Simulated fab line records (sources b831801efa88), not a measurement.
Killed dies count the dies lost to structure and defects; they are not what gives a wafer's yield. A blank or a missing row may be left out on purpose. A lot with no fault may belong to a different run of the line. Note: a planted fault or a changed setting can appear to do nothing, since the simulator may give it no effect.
Which tool did it? | flow sky130 | 33 wafers from 11 lots sampled at 3 of the route's 708 steps

WHAT THE GAUGES READ, wafer by wafer
SKY_LDD_HVN_OVL_MEAS_07.
lot  | measured     | on         | LDD_HVN_OVL (nm)
L708 | day 20 08:50 | overlay-01 | -0.2 -1.1 -0.3
L710 | day 21 07:04 | overlay-02 | -2.0 -3.7 -2.9
L711 | day 21 16:26 | overlay-02 | -0.1 -1.5 -1.0
L714 | day 22 19:43 | overlay-02 | 0.8 -0.7 0.4
L715 | day 22 22:47 | overlay-01 | -1.4 -0.3 -0.4
L717 | day 24 08:35 | overlay-01 | -1.8 -2.1 -2.3
L719 | day 24 16:37 | overlay-02 | -52.6 -52.9 -53.9 -53.0 -53.4 -54.0
L720 | day 24 22:52 | overlay-01 | -54.8 -52.9 -54.0 -56.2 -53.9 -54.4
L724 | day 26 06:08 | overlay-01 | -52.8 -53.6 -52.7 -53.1 -54.0 -53.7
L726 | day 27 01:22 | overlay-02 | 0.1 -1.0 0.4
L730 | day 28 09:23 | overlay-01 | -0.5 -2.1 -1.3

EACH LOT AND THE TOOL THAT RAN IT (in order: tool; ch and the chambers of the sampled wafers; start)
lot  | SKY_NWELL_STRIP_14                  | SKY_LDD_HVN_EXPOSE_04
L708 | plasma-asher-04 ch 0,1, day 4 15:03 | iline-stepper-02 ch 0, day 19 17:46
L710 | plasma-asher-01 ch 0,1, day 5 01:40 | iline-stepper-01 ch 0, day 20 15:55
L711 | plasma-asher-04 ch 0,1, day 5 09:25 | iline-stepper-01 ch 0, day 21 01:13
L714 | plasma-asher-01 ch 0,1, day 6 02:55 | iline-stepper-02 ch 0, day 22 04:13
L715 | plasma-asher-02 ch 0,1, day 6 07:28 | iline-stepper-02 ch 0, day 22 07:44
L717 | plasma-asher-01 ch 0,1, day 6 22:54 | iline-stepper-01 ch 0, day 23 17:50
L719 | plasma-asher-02 ch 0,1, day 7 10:06 | iline-stepper-01 ch 0, day 24 02:25
L720 | plasma-asher-02 ch 0,1, day 7 13:42 | iline-stepper-01 ch 0, day 24 08:52
L724 | plasma-asher-04 ch 0,1, day 8 13:06 | iline-stepper-01 ch 0, day 25 16:01
L726 | plasma-asher-02 ch 0,1, day 9 00:39 | iline-stepper-02 ch 0, day 26 11:26
L730 | plasma-asher-01 ch 0,1, day 9 22:06 | iline-stepper-02 ch 0, day 27 19:23
- SKY_NWELL_STRIP_14: strips in O2/N2.
- SKY_LDD_HVN_EXPOSE_04: exposes mask HVNTM, target cd 700 nm.

AS READ BY THE TOOLS THEMSELVES (means over the sampled wafers that have a number; for cases with no such wafer, the mark the record gives instead)
SKY_NWELL_STRIP_14.
lot  | tool            | drypump-motor-current-A (A) | oes-product-au (a.u.) | strip-time-to-endpoint-s (s)
L708 | plasma-asher-04 | 5.29                        | 0.722                 | 36.99
L710 | plasma-asher-01 | 5.44                        | 0.722                 | 37.00
L711 | plasma-asher-04 | 5.26                        | 0.724                 | 36.79
L714 | plasma-asher-01 | 5.45                        | 0.723                 | 37.03
L715 | plasma-asher-02 | 5.63                        | 0.720                 | 36.91
L717 | plasma-asher-01 | 5.45                        | 0.720                 | 37.12
L719 | plasma-asher-02 | 5.38                        | 0.722                 | 36.90
L720 | plasma-asher-02 | 5.63                        | 0.720                 | 36.88
L724 | plasma-asher-04 | 5.27                        | 0.720                 | 36.85
L726 | plasma-asher-02 | 5.38                        | 0.724                 | 36.78
L730 | plasma-asher-01 | 5.44                        | 0.723                 | 36.90

THE ANSWER, worked out from the rows above alone
Rule: the lots themselves supply what counts as usual. The widest of any qualifying gaps counts: lots, ordered by their means at a reading, are off when they make up no more than a third of the lots, leave a main group of 4 or more, and stand apart from it by 3 or more times the standard deviation of that group's means. A main group whose means are all the same, to the digits that the tables above print for the reading, isn't used. Also off: a lot with no number at a reading for which 4 or more lots have one. The other lots that the step has rows for count as sound. The gauges are gone through in route order, then the tools' own readings, and for those a lot's mean is taken as printed above. The first step at which some lot is off is used, and at that step the reading that is off furthest; a lot without a number counts as furthest.
Off: L719, L720, L724, at SKY_LDD_HVN_OVL_MEAS_07 (LDD_HVN_OVL). For the main group the mean is -1.0 nm and the standard deviation 0.94.
If a tool, at a process step before that reading, ran all the lots that are off and no sound lot after the first of them, it fits. Those tools and the gauges at SKY_LDD_HVN_OVL_MEAS_07 are tried in the same way. One fits: SKY_LDD_HVN_EXPOSE_04 on iline-stepper-01. Its last sound lot is L717 (day 23 17:50), its first lot that is off L719 (day 24 02:25): a fault that began between those two fits.

WHAT HAD BEEN PUT IN BY THE SIMULATOR
Scanner matching overlay: iline-stepper-01, from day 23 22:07 on, at SKY_LDD_HVN_EXPOSE_04. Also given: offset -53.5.
Shown lots that were struck: L719, L720, L724. The rule above found the same.
